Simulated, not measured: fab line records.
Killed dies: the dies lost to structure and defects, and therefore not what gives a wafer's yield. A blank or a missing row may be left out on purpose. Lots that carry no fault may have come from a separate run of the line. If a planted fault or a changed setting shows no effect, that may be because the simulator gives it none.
Which tool was responsible? || flow sky130 || 14 lots, 42 wafers sampled, at 5 steps of a route of 708

## WHAT EACH GAUGE READ, for each wafer
SKY_GATE_OXIDE_OVL_MEAS_10.
{"lot": "L154", "measured": "day 15 13:30", "on": "overlay-02", "GATE_OXIDE_OVL (nm)": "-1.3 -0.6 2.4"}
{"lot": "L157", "measured": "day 15 14:06", "on": "overlay-01", "GATE_OXIDE_OVL (nm)": "-1.7 -1.7 -1.1"}
{"lot": "L153", "measured": "day 15 18:09", "on": "overlay-02", "GATE_OXIDE_OVL (nm)": "3.3 2.5 3.6"}
{"lot": "L155", "measured": "day 15 20:48", "on": "overlay-01", "GATE_OXIDE_OVL (nm)": "1.9 0.2 -0.2"}
{"lot": "L158", "measured": "day 16 10:19", "on": "overlay-01", "GATE_OXIDE_OVL (nm)": "-0.1 1.0 -0.3"}
{"lot": "L159", "measured": "day 16 11:43", "on": "overlay-02", "GATE_OXIDE_OVL (nm)": "1.8 -0.4 0.6"}
{"lot": "L160", "measured": "day 16 13:43", "on": "overlay-01", "GATE_OXIDE_OVL (nm)": "-1.6 -1.1 -1.4"}
{"lot": "L161", "measured": "day 17 03:13", "on": "overlay-01", "GATE_OXIDE_OVL (nm)": "-1.0 2.8 0.8"}
{"lot": "L162", "measured": "day 17 11:51", "on": "overlay-01", "GATE_OXIDE_OVL (nm)": "1.7 2.0 3.0"}
{"lot": "L163", "measured": "day 17 19:51", "on": "overlay-02", "GATE_OXIDE_OVL (nm)": "1.0 0.9 0.2"}
{"lot": "L166", "measured": "day 18 20:49", "on": "overlay-02", "GATE_OXIDE_OVL (nm)": "2.6 0.3 2.5"}
{"lot": "L172", "measured": "day 21 01:00", "on": "overlay-01", "GATE_OXIDE_OVL (nm)": "2.2 0.7 -0.2"}
{"lot": "L173", "measured": "day 21 13:37", "on": "overlay-01", "GATE_OXIDE_OVL (nm)": "-0.8 0.9 0.2"}
{"lot": "L175", "measured": "day 22 01:39", "on": "overlay-01", "GATE_OXIDE_OVL (nm)": "1.1 0.0 -1.0"}

SKY_POLY_GATE_CD_MEAS_22.
{"lot": "L154", "measured": "day 18 08:55", "on": "cdSem-02", "cdNm (nm)": "150.0 151.0 150.8"}
{"lot": "L157", "measured": "day 18 11:37", "on": "cdSem-01", "cdNm (nm)": "151.1 152.3 150.4"}
{"lot": "L153", "measured": "day 18 15:20", "on": "cdSem-01", "cdNm (nm)": "149.8 147.9 151.0"}
{"lot": "L155", "measured": "day 18 15:10", "on": "cdSem-02", "cdNm (nm)": "152.5 150.9 152.9"}
{"lot": "L158", "measured": "day 19 08:37", "on": "cdSem-02", "cdNm (nm)": "151.0 149.6 149.4"}
{"lot": "L159", "measured": "day 19 08:35", "on": "cdSem-01", "cdNm (nm)": "153.5 150.8 153.1"}
{"lot": "L160", "measured": "day 19 12:00", "on": "cdSem-01", "cdNm (nm)": "147.8 147.8 149.7"}
{"lot": "L161", "measured": "day 20 00:40", "on": "cdSem-01", "cdNm (nm)": "154.0 155.8 152.6"}
{"lot": "L162", "measured": "day 20 12:55", "on": "cdSem-01", "cdNm (nm)": "153.5 148.7 148.9"}
{"lot": "L163", "measured": "day 20 20:10", "on": "cdSem-02", "cdNm (nm)": "149.7 152.2 149.8"}
{"lot": "L166", "measured": "day 21 17:00", "on": "cdSem-01", "cdNm (nm)": "153.7 154.0 153.4"}
{"lot": "L172", "measured": "day 23 20:33", "on": "cdSem-02", "cdNm (nm)": "149.8 150.7 149.1"}
{"lot": "L173", "measured": "day 24 10:22", "on": "cdSem-01", "cdNm (nm)": "149.3 150.5 149.3"}
{"lot": "L175", "measured": "day 24 20:18", "on": "cdSem-01", "cdNm (nm)": "147.9 156.6 152.1"}

SKY_LDD_HVN_OVL_MEAS_07.
{"lot": "L154", "measured": "day 22 05:46", "on": "overlay-02", "LDD_HVN_OVL (nm)": "2.5 1.8 3.4"}
{"lot": "L157", "measured": "day 22 07:30", "on": "overlay-01", "LDD_HVN_OVL (nm)": "-0.5 -2.3 -1.1"}
{"lot": "L153", "measured": "day 22 12:32", "on": "overlay-02", "LDD_HVN_OVL (nm)": "2.0 2.8 2.4"}
{"lot": "L155", "measured": "day 22 11:57", "on": "overlay-02", "LDD_HVN_OVL (nm)": "1.6 1.3 1.9"}
{"lot": "L158", "measured": "day 23 04:31", "on": "overlay-02", "LDD_HVN_OVL (nm)": "0.3 2.1 1.5"}
{"lot": "L159", "measured": "day 23 03:48", "on": "overlay-01", "LDD_HVN_OVL (nm)": "0.8 1.0 -0.5"}
{"lot": "L160", "measured": "day 23 08:40", "on": "overlay-02", "LDD_HVN_OVL (nm)": "58.2 55.9 56.0"}
{"lot": "L161", "measured": "day 23 21:52", "on": "overlay-02", "LDD_HVN_OVL (nm)": "56.6 57.1 57.8"}
{"lot": "L162", "measured": "day 24 08:46", "on": "overlay-01", "LDD_HVN_OVL (nm)": "56.3 57.1 55.9"}
{"lot": "L163", "measured": "day 24 15:47", "on": "overlay-02", "LDD_HVN_OVL (nm)": "55.9 56.7 58.8"}
{"lot": "L166", "measured": "day 25 10:58", "on": "overlay-02", "LDD_HVN_OVL (nm)": "1.8 1.9 1.7"}
{"lot": "L172", "measured": "day 27 13:11", "on": "overlay-01", "LDD_HVN_OVL (nm)": "-0.6 1.8 2.1"}
{"lot": "L173", "measured": "day 28 01:33", "on": "overlay-01", "LDD_HVN_OVL (nm)": "0.4 -0.8 -0.5"}
{"lot": "L175", "measured": "day 28 09:45", "on": "overlay-02", "LDD_HVN_OVL (nm)": "-1.2 -3.1 -1.7"}

## WHAT TOOL EACH LOT RAN ON (gives the tool, then ch and the chambers of the sampled wafers, and finally the start)
{"lot": "L154", "SKY_SONOS_ONO_ETCH_15": "rieDiel-02 ch 0,3, day 14 07:30", "SKY_LDD_HVN_EXPOSE_04": "ilineStepper-01 ch 0, day 21 14:22"}
{"lot": "L157", "SKY_SONOS_ONO_ETCH_15": "rieDiel-04 ch 0,1,2, day 14 07:48", "SKY_LDD_HVN_EXPOSE_04": "ilineStepper-02 ch 0, day 21 16:40"}
{"lot": "L153", "SKY_SONOS_ONO_ETCH_15": "rieDiel-04 ch 0,1,2, day 14 10:18", "SKY_LDD_HVN_EXPOSE_04": "ilineStepper-01 ch 0, day 21 21:17"}
{"lot": "L155", "SKY_SONOS_ONO_ETCH_15": "rieDiel-03 ch 0,1, day 14 14:57", "SKY_LDD_HVN_EXPOSE_04": "ilineStepper-02 ch 0, day 21 20:41"}
{"lot": "L158", "SKY_SONOS_ONO_ETCH_15": "rieDiel-03 ch 0,2,3, day 15 04:09", "SKY_LDD_HVN_EXPOSE_04": "ilineStepper-01 ch 0, day 22 13:34"}
{"lot": "L159", "SKY_SONOS_ONO_ETCH_15": "rieDiel-04 ch 0,2,3, day 15 04:30", "SKY_LDD_HVN_EXPOSE_04": "ilineStepper-01 ch 0, day 22 13:09"}
{"lot": "L160", "SKY_SONOS_ONO_ETCH_15": "rieDiel-02 ch 1,2, day 15 07:42", "SKY_LDD_HVN_EXPOSE_04": "ilineStepper-01 ch 0, day 22 18:06"}
{"lot": "L161", "SKY_SONOS_ONO_ETCH_15": "rieDiel-02 ch 0,1,2, day 15 20:11", "SKY_LDD_HVN_EXPOSE_04": "ilineStepper-01 ch 0, day 23 06:53"}
{"lot": "L162", "SKY_SONOS_ONO_ETCH_15": "rieDiel-02 ch 0,1, day 16 05:36", "SKY_LDD_HVN_EXPOSE_04": "ilineStepper-01 ch 0, day 23 18:18"}
{"lot": "L163", "SKY_SONOS_ONO_ETCH_15": "rieDiel-02 ch 0,1,2, day 16 12:27", "SKY_LDD_HVN_EXPOSE_04": "ilineStepper-01 ch 0, day 24 01:35"}
{"lot": "L166", "SKY_SONOS_ONO_ETCH_15": "rieDiel-04 ch 0,3, day 17 12:48", "SKY_LDD_HVN_EXPOSE_04": "ilineStepper-02 ch 0, day 24 21:14"}
{"lot": "L172", "SKY_SONOS_ONO_ETCH_15": "rieDiel-02 ch 0,2,3, day 19 17:27", "SKY_LDD_HVN_EXPOSE_04": "ilineStepper-02 ch 0, day 26 23:11"}
{"lot": "L173", "SKY_SONOS_ONO_ETCH_15": "rieDiel-03 ch 1,2,3, day 20 05:45", "SKY_LDD_HVN_EXPOSE_04": "ilineStepper-02 ch 0, day 27 10:58"}
{"lot": "L175", "SKY_SONOS_ONO_ETCH_15": "rieDiel-03 ch 0,1, day 20 17:06", "SKY_LDD_HVN_EXPOSE_04": "ilineStepper-02 ch 0, day 27 20:05"}
- SKY_SONOS_ONO_ETCH_15: etches the open film in CHF3/O2, target depth 19.52 nm, time 7.8 s.
- SKY_LDD_HVN_EXPOSE_04: exposes mask HVNTM, target cd 700 nm.

## AS READ BY THE TOOLS THEMSELVES (means over the sampled wafers that have a number; for cases with no such wafer, the mark the record gives instead)
SKY_SONOS_ONO_ETCH_15.
{"lot": "L154", "tool": "rieDiel-02", "drypumpMotorCurrentA (A)": 5.7, "oesProductAu (a.u.)": 1.004, "rfFwdPowerW (W)": 587.7, "throttleValvePct (%)": 8.822}
{"lot": "L157", "tool": "rieDiel-04", "drypumpMotorCurrentA (A)": 5.7, "oesProductAu (a.u.)": 0.995, "rfFwdPowerW (W)": 587.7, "throttleValvePct (%)": 8.818}
{"lot": "L153", "tool": "rieDiel-04", "drypumpMotorCurrentA (A)": 5.7, "oesProductAu (a.u.)": 0.998, "rfFwdPowerW (W)": 586.3, "throttleValvePct (%)": 8.817}
{"lot": "L155", "tool": "rieDiel-03", "drypumpMotorCurrentA (A)": 6.0, "oesProductAu (a.u.)": 1.013, "rfFwdPowerW (W)": 586.9, "throttleValvePct (%)": 8.819}
{"lot": "L158", "tool": "rieDiel-03", "drypumpMotorCurrentA (A)": 6.3, "oesProductAu (a.u.)": 0.998, "rfFwdPowerW (W)": 587.7, "throttleValvePct (%)": 8.825}
{"lot": "L159", "tool": "rieDiel-04", "drypumpMotorCurrentA (A)": 5.9, "oesProductAu (a.u.)": 0.994, "rfFwdPowerW (W)": 586.4, "throttleValvePct (%)": 8.812}
{"lot": "L160", "tool": "rieDiel-02", "drypumpMotorCurrentA (A)": 5.7, "oesProductAu (a.u.)": 0.988, "rfFwdPowerW (W)": 586.2, "throttleValvePct (%)": 8.822}
{"lot": "L161", "tool": "rieDiel-02", "drypumpMotorCurrentA (A)": 5.9, "oesProductAu (a.u.)": 0.990, "rfFwdPowerW (W)": 589.5, "throttleValvePct (%)": 8.820}
{"lot": "L162", "tool": "rieDiel-02", "drypumpMotorCurrentA (A)": 6.3, "oesProductAu (a.u.)": 1.000, "rfFwdPowerW (W)": 586.6, "throttleValvePct (%)": 8.830}
{"lot": "L163", "tool": "rieDiel-02", "drypumpMotorCurrentA (A)": 5.9, "oesProductAu (a.u.)": 0.980, "rfFwdPowerW (W)": 586.5, "throttleValvePct (%)": 8.821}
{"lot": "L166", "tool": "rieDiel-04", "drypumpMotorCurrentA (A)": 5.8, "oesProductAu (a.u.)": 0.992, "rfFwdPowerW (W)": 585.9, "throttleValvePct (%)": 8.825}
{"lot": "L172", "tool": "rieDiel-02", "drypumpMotorCurrentA (A)": 5.6, "oesProductAu (a.u.)": 0.996, "rfFwdPowerW (W)": 589.2, "throttleValvePct (%)": 8.822}
{"lot": "L173", "tool": "rieDiel-03", "drypumpMotorCurrentA (A)": 6.2, "oesProductAu (a.u.)": 1.004, "rfFwdPowerW (W)": 586.1, "throttleValvePct (%)": 8.831}
{"lot": "L175", "tool": "rieDiel-03", "drypumpMotorCurrentA (A)": 6.0, "oesProductAu (a.u.)": 1.009, "rfFwdPowerW (W)": 583.9, "throttleValvePct (%)": 8.823}

## THE ANSWER, worked out from the rows above alone
Rule: usual is defined by the lots themselves. The widest of any qualifying gaps counts: lots, ordered by their means at a reading, are off when they make up no more than a third of the lots, leave a main group of 4 or more, and stand apart from it by 3 or more times the standard deviation of that group's means. A main group is skipped when, at the precision printed for the reading in the tables above, its means are all equal. Also off: a lot with no number at a reading for which 4 or more lots have one. The other lots that the step has rows for count as sound. First the gauges in route order, then the tools' own readings, where a lot's mean is used as printed above. The first step at which some lot is off is used, and at that step the reading that is off furthest; a lot without a number counts as furthest.
Off: L160, L161, L162, L163, at SKY_LDD_HVN_OVL_MEAS_07 (LDD_HVN_OVL). Mean 0.8 nm and standard deviation 1.5 in the main group.
If a tool, at a process step before that reading, ran all the lots that are off and no sound lot after the first of them, it fits. Those tools and the gauges at SKY_LDD_HVN_OVL_MEAS_07 are tried in the same way. One fits: ilineStepper-01 at SKY_LDD_HVN_EXPOSE_04. A fault onset in the window from L158 (day 22 13:34, its last sound lot) to L160 (day 22 18:06, its first lot off) fits.

## WHAT THE SIMULATOR PUT IN
Scanner matching overlay: ilineStepper-01, from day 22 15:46 on, at SKY_LDD_HVN_EXPOSE_04. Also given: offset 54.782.
Struck lots among those shown: L160, L161, L162, L163. The rule above reached the same finding.
